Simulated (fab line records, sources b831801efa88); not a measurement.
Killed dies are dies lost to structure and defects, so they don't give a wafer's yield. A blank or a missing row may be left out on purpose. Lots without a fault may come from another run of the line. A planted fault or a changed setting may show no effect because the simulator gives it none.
A struck lot beside a sound one | flow sky130 | 28 steps out of a route of 708
Sound: wafers L768.1, L768.4, L768.5. Struck: wafers L769.1, L769.3, L769.4. The cause comes at the end.
At each step with rows: each side's tool, then ch and its chambers, then its first start. Under that, the readings that differ: sound wafers | struck wafers | difference of the means | sigmas: that difference in standard deviations of wafers without a fault.
alike: readings whose means differ by less than 2 such deviations, and words and numbers that are the same on both sides. not compared: withheld readings, readings that some wafer has no value for, bounds like >300 that may hide the same value, and numbers for which the record gives no deviation and whose values overlap.
The two part at a step that has a row with sigmas, a row that says differs or no value, or rows on one side only. Numbers that don't overlap but have no deviation are shown without sigmas and don't part them. A reading that every wafer of one side lacks parts them only if that side has two wafers or more.

SKY_SD_P_OVL_MEAS_08:
  sound on overlay-01, day 27 06:43; struck on overlay-02, day 27 19:59
  alike: SD_P_OVL
then, 1 step without rows for these wafers: SKY_SD_P_IMPLANT_09.
SKY_SD_P_STRIP_10: strips in O2/N2.
  sound on plasma_asher-03 ch 0,1, day 27 06:54; struck on plasma_asher-02 ch 0,1, day 27 20:11
  alike: drypump_motor_current_A, o2_flow_sccm, oes_product_au, strip_time_to_endpoint_s
  not compared: rf_hours_counter_h
SKY_SD_P_TW_MEAS_11:
  sound on film_metro-02, day 27 07:00; struck on film_metro-03, day 27 20:17
  reading | sound          | struck         | difference | sigmas
  SD_P_TW | 2861 2867 2852 | 2816 2835 2821 | -36        | -2
then, 8 steps without rows for these wafers: SKY_RES_XHIGH_DEHYDRATE_00 (time 60 s); SKY_RES_XHIGH_HMDS_01 (prime time 60 s); SKY_RES_XHIGH_COAT_02 (resist thk 1140 nm); SKY_RES_XHIGH_SOFTBAKE_03 (time 60 s); SKY_RES_XHIGH_EXPOSE_04 (exposes mask URPM, target cd 1270 nm); SKY_RES_XHIGH_PEB_05; SKY_RES_XHIGH_DEVELOP_06 (develop time 60 s); SKY_RES_XHIGH_IMPLANT_07.
SKY_RES_XHIGH_STRIP_08: strips in O2/N2.
  sound on plasma_asher-03 ch 0, day 28 11:48; struck on plasma_asher-02 ch 0,1, day 29 00:57
  reading                                        | sound             | struck            | difference                    | sigmas
  oes_product_au (a.u.)                          | 0.716 0.708 0.713 | 0.936 0.941 0.934 | +0.225                        | +47
  strip_time_to_endpoint_s (s)                   | 14.34 14.38 14.37 | - - -             | no value on the struck wafers |
  model.NOVOLAK_of_RES_XHIGH_COAT_02.thk_nm (nm) | 0 0 0             | 270.5 271.9 270.1 | +270.8                        |
  alike: drypump_motor_current_A, o2_flow_sccm
  not compared: rf_hours_counter_h
SKY_RES_XHIGH_TW_MEAS_09:
  sound on film_metro-02, day 28 11:54; struck on film_metro-01, day 29 01:03
  alike: RES_XHIGH_TW
then, 7 steps without rows for these wafers: SKY_SD_N_DEHYDRATE_00 (time 60 s); SKY_SD_N_HMDS_01 (prime time 60 s); SKY_SD_N_COAT_02 (resist thk 1140 nm); SKY_SD_N_SOFTBAKE_03 (time 60 s); SKY_SD_N_EXPOSE_04 (exposes mask NSDM, target cd 380 nm); SKY_SD_N_PEB_05; SKY_SD_N_DEVELOP_06 (develop time 60 s).
SKY_SD_N_CD_MEAS_07: target cd 380 nm.
  sound on cd_sem-02, day 29 16:28; struck on cd_sem-01, day 30 05:03
  alike: cd_nm
SKY_SD_N_OVL_MEAS_08:
  sound on overlay-01, day 29 16:35; struck on overlay-01, day 30 05:10
  alike: SD_N_OVL
then, 2 steps without rows for these wafers: SKY_SD_N_IMPLANT_09; SKY_SD_N_IMPLANT_10.
SKY_SD_N_STRIP_11: strips in O2/N2.
  sound on plasma_asher-01 ch 1, day 29 16:56; struck on plasma_asher-04 ch 0,1, day 30 05:30
  reading                      | sound             | struck            | difference | sigmas
  oes_product_au (a.u.)        | 0.526 0.534 0.526 | 0.558 0.567 0.561 | +0.033     | +7
  strip_time_to_endpoint_s (s) | 22.60 22.58 22.59 | 26.54 26.62 26.59 | +3.99      | +99 or more
  alike: drypump_motor_current_A, o2_flow_sccm
  not compared: rf_hours_counter_h
SKY_SD_N_TW_MEAS_12:
  sound on film_metro-01, day 29 17:02; struck on film_metro-03, day 30 05:36
  reading | sound          | struck   | difference | sigmas
  SD_N_TW | 3941 3943 3953 | 30 30 30 | -3916      | -99 or more
then, 1 step without rows for these wafers: SKY_SD_N_CLEAN_13 (cleans in SC1/SC2, time 150 s).

WHERE THEY PART
First at SKY_SD_P_TW_MEAS_11; last, within this record, at SKY_SD_N_TW_MEAS_12.

WHY: what the simulator had put in
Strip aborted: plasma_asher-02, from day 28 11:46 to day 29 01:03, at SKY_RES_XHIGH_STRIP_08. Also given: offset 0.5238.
